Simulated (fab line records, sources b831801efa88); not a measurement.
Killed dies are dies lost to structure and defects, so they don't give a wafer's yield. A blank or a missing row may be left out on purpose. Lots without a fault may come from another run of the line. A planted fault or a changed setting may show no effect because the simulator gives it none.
Which tool did it? | flow sky130 | 24 lots, 72 wafers sampled, at 5 steps of a route of 708

WHAT THE GAUGES READ, wafer by wafer
SKY_NWELL_OVL_MEAS_23. Usual: NWELL_01_OVL -0.2 nm, standard deviation 1.5.
lot  | measured     | on         | NWELL_01_OVL (nm) | flag
L074 | day 5 09:16  | overlay-01 | -0.3 -2.8 -2.3    |
L075 | day 5 15:43  | overlay-02 | 1.4 1.6 2.3       |
L076 | day 5 20:08  | overlay-01 | 0.5 1.1 0.8       |
L077 | day 6 02:35  | overlay-02 | -0.4 0.5 1.2      |
L078 | day 6 07:13  | overlay-02 | 0.2 -0.4 0.1      |
L080 | day 6 20:31  | overlay-01 | -1.8 -1.1 1.4     |
L079 | day 6 21:28  | overlay-01 | 0.5 2.0 -0.5      |
L081 | day 6 23:43  | overlay-02 | 0.3 0.2 0.4       |
L082 | day 7 07:26  | overlay-01 | 0.4 0.4 1.5       |
L083 | day 7 17:07  | overlay-01 | -3.3 -2.0 -2.9    |
L084 | day 7 22:58  | overlay-02 | 2.8 1.8 1.8       |
L085 | day 8 08:29  | overlay-02 | 2.2 -0.8 2.9      |
L086 | day 8 09:19  | overlay-02 | 0.3 1.7 0.7       |
L087 | day 8 15:41  | overlay-02 | -0.8 -1.2 -0.9    |
L088 | day 8 19:19  | overlay-02 | -2.2 0.2 0.5      |
L089 | day 9 01:10  | overlay-02 | 0.4 -0.7 -1.8     |
L090 | day 9 08:13  | overlay-02 | -2.3 -1.9 -1.7    |
L091 | day 9 14:04  | overlay-02 | 1.0 0.2 0.2       |
L092 | day 10 00:38 | overlay-01 | 0.3 -2.1 -2.1     |
L093 | day 10 04:44 | overlay-02 | -1.9 -1.3 -0.9    |
L094 | day 10 07:55 | overlay-01 | -2.2 -2.7 -1.2    |
L095 | day 10 12:43 | overlay-01 | -2.7 -2.3 -2.4    |
L096 | day 10 18:46 | overlay-02 | -1.4 -0.2 0.2     |
L097 | day 11 04:37 | overlay-02 | 2.3 1.8 0.9       |

SKY_LI_CONTACT_BOW_MEAS_03. Usual: LI_CONTACT_BOW 56 um, standard deviation 7.2.
lot  | measured     | on            | LI_CONTACT_BOW (um) | flag
L074 | day 28 13:10 | film_metro-03 | 63 54 55            |
L075 | day 28 16:00 | film_metro-04 | 49 48 52            |
L076 | day 28 20:16 | film_metro-03 | 58 62 53            |
L077 | day 28 23:16 | film_metro-04 | 52 58 58            |
L078 | day 29 01:50 | film_metro-01 | 41 61 61            |
L080 | day 30 02:01 | film_metro-03 | 52 62 56            |
L079 | day 30 03:25 | film_metro-03 | 53 58 48            |
L081 | day 30 07:38 | film_metro-03 | 54 56 56            |
L082 | day 30 15:29 | film_metro-01 | 60 64 60            |
L083 | day 31 02:41 | film_metro-04 | 55 54 58            |
L084 | day 31 17:00 | film_metro-03 | 54 63 56            |
L085 | day 32 04:17 | film_metro-04 | 60 52 61            |
L086 | day 32 07:44 | film_metro-04 | 56 40 57            |
L087 | day 32 15:32 | film_metro-04 | 58 53 53            |
L088 | day 32 18:42 | film_metro-01 | 56 56 55            |
L089 | day 33 00:12 | film_metro-01 | 65 54 66            |
L090 | day 33 09:52 | film_metro-01 | 48 67 64            |
L091 | day 33 13:46 | film_metro-01 | 67 61 56            |
L092 | day 34 04:40 | film_metro-04 | 53 61 75            |
L093 | day 34 13:27 | film_metro-01 | 51 55 46            |
L094 | day 34 14:42 | film_metro-03 | 49 56 58            |
L095 | day 34 21:30 | film_metro-04 | 55 49 59            |
L096 | day 35 00:25 | film_metro-04 | 51 41 44            |
L097 | day 35 11:27 | film_metro-04 | 64 62 44            |

SKY_LI_CONTACT_OVL_MEAS_13. Usual: LI_CONTACT_OVL -1 nm, standard deviation 5.5.
lot  | measured     | on         | LI_CONTACT_OVL (nm) | flag
L074 | day 29 17:26 | overlay-01 | 3 0 5               |
L075 | day 29 20:17 | overlay-02 | -5 -1 0             |
L076 | day 30 00:30 | overlay-01 | 1 -2 0              |
L077 | day 30 03:21 | overlay-02 | -3 5 0              |
L078 | day 30 05:39 | overlay-02 | -13 -12 -13         |
L080 | day 31 05:49 | overlay-01 | -5 -2 -7            |
L079 | day 31 06:57 | overlay-01 | -2 -1 -1            |
L081 | day 31 11:21 | overlay-01 | -9 -8 -14           |
L082 | day 31 18:21 | overlay-02 | -2 -4 2             |
L083 | day 32 06:44 | overlay-01 | -6 -6 -5            |
L084 | day 32 19:53 | overlay-02 | 7 9 6               |
L085 | day 33 07:05 | overlay-01 | 1 -3 -6             |
L086 | day 33 10:44 | overlay-01 | 8 2 3               |
L087 | day 33 18:03 | overlay-01 | -12 -6 -7           |
L088 | day 33 21:53 | overlay-02 | 0 3 -2              |
L089 | day 34 03:06 | overlay-02 | 7 -1 -1             |
L090 | day 34 12:57 | overlay-02 | 2 0 2               |
L091 | day 34 16:44 | overlay-01 | -17 -7 -5           |
L092 | day 35 06:41 | overlay-02 | 4 5 4               |
L093 | day 35 15:13 | overlay-01 | 1 5 1               |
L094 | day 35 17:11 | overlay-01 | 1 -5 0              |
L095 | day 36 00:04 | overlay-01 | 6 5 5               |
L096 | day 36 02:43 | overlay-01 | 4 8 2               |
L097 | day 36 14:30 | overlay-02 | 4 3 4               |

WHICH TOOL RAN EACH LOT (tool, then ch and the chambers of the sampled wafers, then the start)
lot  | SKY_SONOS_ONO_STRIP_17               | SKY_SPACER_ETCHBACK_02
L074 | plasma_asher-04 ch 0, day 13 06:26   | rie_diel-01 ch 1,2, day 23 14:10
L075 | plasma_asher-03 ch 0,1, day 13 07:01 | rie_diel-03 ch 0,2,3, day 23 17:32
L076 | plasma_asher-03 ch 0,1, day 13 10:28 | rie_diel-04 ch 0,2,3, day 23 21:58
L077 | plasma_asher-04 ch 0, day 13 16:44   | rie_diel-04 ch 0,3, day 24 01:13
L078 | plasma_asher-03 ch 0,1, day 13 20:11 | rie_diel-04 ch 0,1,3, day 24 05:56
L080 | plasma_asher-02 ch 0,1, day 14 17:10 | rie_diel-01 ch 1,3, day 25 05:38
L079 | plasma_asher-04 ch 0,1, day 14 17:25 | rie_diel-03 ch 0,2,3, day 25 07:56
L081 | plasma_asher-04 ch 0,1, day 14 23:25 | rie_diel-03 ch 0,1, day 25 11:54
L082 | plasma_asher-03 ch 0,1, day 15 05:55 | rie_diel-04 ch 0,2,3, day 25 21:03
L083 | plasma_asher-03 ch 0,1, day 15 17:59 | rie_diel-03 ch 1,2, day 26 06:31
L084 | plasma_asher-02 ch 0,1, day 16 05:26 | rie_diel-04 ch 1,2,3, day 26 22:50
L085 | plasma_asher-04 ch 0,1, day 16 15:34 | rie_diel-04 ch 1,2, day 27 10:05
L086 | plasma_asher-04 ch 0,1, day 16 21:28 | rie_diel-04 ch 2,3, day 27 13:40
L087 | plasma_asher-04 ch 1, day 17 03:50   | rie_diel-03 ch 0,1, day 27 23:23
L088 | plasma_asher-03 ch 0,1, day 17 08:56 | rie_diel-01 ch 0,1,2, day 28 02:01
L089 | plasma_asher-03 ch 0,1, day 17 17:37 | rie_diel-04 ch 0,1,3, day 28 06:56
L090 | plasma_asher-04 ch 0,1, day 18 02:41 | rie_diel-03 ch 0,1, day 28 16:19
L091 | plasma_asher-03 ch 0,1, day 18 09:02 | rie_diel-04 ch 0,2, day 28 22:11
L092 | plasma_asher-03 ch 0,1, day 19 02:03 | rie_diel-03 ch 2,3, day 29 13:53
L093 | plasma_asher-02 ch 0,1, day 19 07:16 | rie_diel-03 ch 0,3, day 29 20:58
L094 | plasma_asher-04 ch 0,1, day 19 11:46 | rie_diel-04 ch 1,2, day 29 23:31
L095 | plasma_asher-04 ch 0, day 19 15:37   | rie_diel-01 ch 0,1,2, day 30 03:08
L096 | plasma_asher-02 ch 1, day 20 03:13   | rie_diel-03 ch 1,2,3, day 30 10:38
L097 | plasma_asher-04 ch 0,1, day 20 14:41 | rie_diel-04 ch 0,1, day 31 00:19
- SKY_SONOS_ONO_STRIP_17: strips in O2/N2.
- SKY_SPACER_ETCHBACK_02: etches Si3N4 in CH3F/O2, stops on SiO2, time 46.7 s, target depth 45 nm.

WHAT THE TOOLS THEMSELVES READ (means of the sampled wafers that have a number; where no wafer has one, the mark that the record gives instead)
SKY_SONOS_ONO_STRIP_17. Usual: drypump_motor_current_A 5.15 A, standard deviation 0.22; oes_product_au 0.710 a.u., standard deviation 0.0042; strip_time_to_endpoint_s 14.10 s, standard deviation 0.048.
lot  | tool            | drypump_motor_current_A (A) | oes_product_au (a.u.) | strip_time_to_endpoint_s (s) | flag
L074 | plasma_asher-04 | 5.45                        | 0.710                 | 14.11                        |
L075 | plasma_asher-03 | 5.17                        | 0.712                 | 14.09                        |
L076 | plasma_asher-03 | 5.23                        | 0.709                 | 14.14                        |
L077 | plasma_asher-04 | 5.44                        | 0.708                 | 14.16                        |
L078 | plasma_asher-03 | 5.25                        | 0.713                 | 14.09                        |
L080 | plasma_asher-02 | 4.84                        | 0.707                 | 14.11                        |
L079 | plasma_asher-04 | 5.11                        | 0.708                 | 14.16                        |
L081 | plasma_asher-04 | 5.11                        | 0.709                 | 14.09                        |
L082 | plasma_asher-03 | 5.24                        | 0.713                 | 14.02                        |
L083 | plasma_asher-03 | 5.17                        | 0.709                 | 14.04                        |
L084 | plasma_asher-02 | 4.86                        | 0.711                 | 14.05                        |
L085 | plasma_asher-04 | 5.28                        | 0.713                 | 14.14                        |
L086 | plasma_asher-04 | 5.28                        | 0.707                 | 14.08                        |
L087 | plasma_asher-04 | 4.94                        | 0.710                 | 14.12                        |
L088 | plasma_asher-03 | 5.26                        | 0.711                 | 14.14                        |
L089 | plasma_asher-03 | 5.25                        | 0.713                 | 14.11                        |
L090 | plasma_asher-04 | 5.28                        | 0.710                 | 14.11                        |
L091 | plasma_asher-03 | 5.15                        | 0.708                 | 14.06                        |
L092 | plasma_asher-03 | 5.24                        | 0.709                 | 14.13                        |
L093 | plasma_asher-02 | 4.85                        | 0.707                 | 14.11                        |
L094 | plasma_asher-04 | 5.12                        | 0.708                 | 14.09                        |
L095 | plasma_asher-04 | 5.45                        | 0.711                 | 14.06                        |
L096 | plasma_asher-02 | 5.02                        | 0.708                 | 14.11                        |
L097 | plasma_asher-04 | 5.29                        | 0.710                 | 14.16                        |

SKY_SPACER_ETCHBACK_02. Usual: ch3f_flow_sccm 39.98 sccm, standard deviation 0.12; drypump_motor_current_A 5.8 A, standard deviation 0.45; oes_product_au 0.855 a.u., standard deviation 0.0059; throttle_valve_pct 10.563 %, standard deviation 0.0088.
lot  | tool        | ch3f_flow_sccm (sccm) | drypump_motor_current_A (A) | oes_product_au (a.u.) | throttle_valve_pct (%) | flag
L074 | rie_diel-01 | 40.00                 | 4.9                         | 0.858                 | 10.554                 |
L075 | rie_diel-03 | 39.96                 | 5.8                         | 0.851                 | 10.576                 |
L076 | rie_diel-04 | 40.00                 | 6.0                         | 0.853                 | 10.571                 |
L077 | rie_diel-04 | 39.93                 | 5.7                         | 0.861                 | 10.559                 |
L078 | rie_diel-04 | 40.03                 | 6.0                         | 0.851                 | 10.564                 |
L080 | rie_diel-01 | 40.05                 | 5.1                         | 0.860                 | 10.560                 |
L079 | rie_diel-03 | 39.86                 | 5.7                         | 0.850                 | 10.560                 |
L081 | rie_diel-03 | 40.08                 | 5.9                         | 0.852                 | 10.553                 |
L082 | rie_diel-04 | 40.05                 | 5.9                         | 0.859                 | 10.553                 |
L083 | rie_diel-03 | 40.04                 | 5.7                         | 0.855                 | 10.559                 |
L084 | rie_diel-04 | 39.95                 | 6.3                         | 0.856                 | 10.565                 |
L085 | rie_diel-04 | 39.82                 | 6.3                         | 0.858                 | 10.574                 |
L086 | rie_diel-04 | 39.99                 | 6.2                         | 0.852                 | 10.559                 |
L087 | rie_diel-03 | 40.03                 | 6.0                         | 0.853                 | 10.560                 |
L088 | rie_diel-01 | 40.02                 | 5.5                         | 0.861                 | 10.566                 |
L089 | rie_diel-04 | 39.94                 | 6.0                         | 0.854                 | 10.561                 |
L090 | rie_diel-03 | 40.05                 | 6.0                         | 0.852                 | 10.563                 |
L091 | rie_diel-04 | 40.09                 | 6.0                         | 0.851                 | 10.563                 |
L092 | rie_diel-03 | 40.06                 | 5.5                         | 0.862                 | 10.558                 |
L093 | rie_diel-03 | 40.04                 | 5.9                         | 0.858                 | 10.561                 |
L094 | rie_diel-04 | 39.92                 | 6.3                         | 0.850                 | 10.559                 |
L095 | rie_diel-01 | 40.05                 | 5.5                         | 0.853                 | 10.567                 |
L096 | rie_diel-03 | 40.00                 | 5.6                         | 0.858                 | 10.557                 |
L097 | rie_diel-04 | 40.00                 | 5.8                         | 0.856                 | 10.572                 |

THE ANSWER, worked out from the rows above alone
Rule: a lot is off if the mean of its wafers that have a number lies more than 3 standard deviations from the usual mean. A lot without any number at a reading at which 4 lots or more have one is off too. The other lots that the step has rows for count as sound. The gauges are gone through in route order, then the tools' own readings, and for those a lot's mean is taken as printed above. The first step at which some lot is off is used, and at that step the reading that is off furthest; a lot without a number counts as furthest.
No lot is off at any reading shown: from this, nothing can be told.

WHAT THE SIMULATOR HAD PUT IN
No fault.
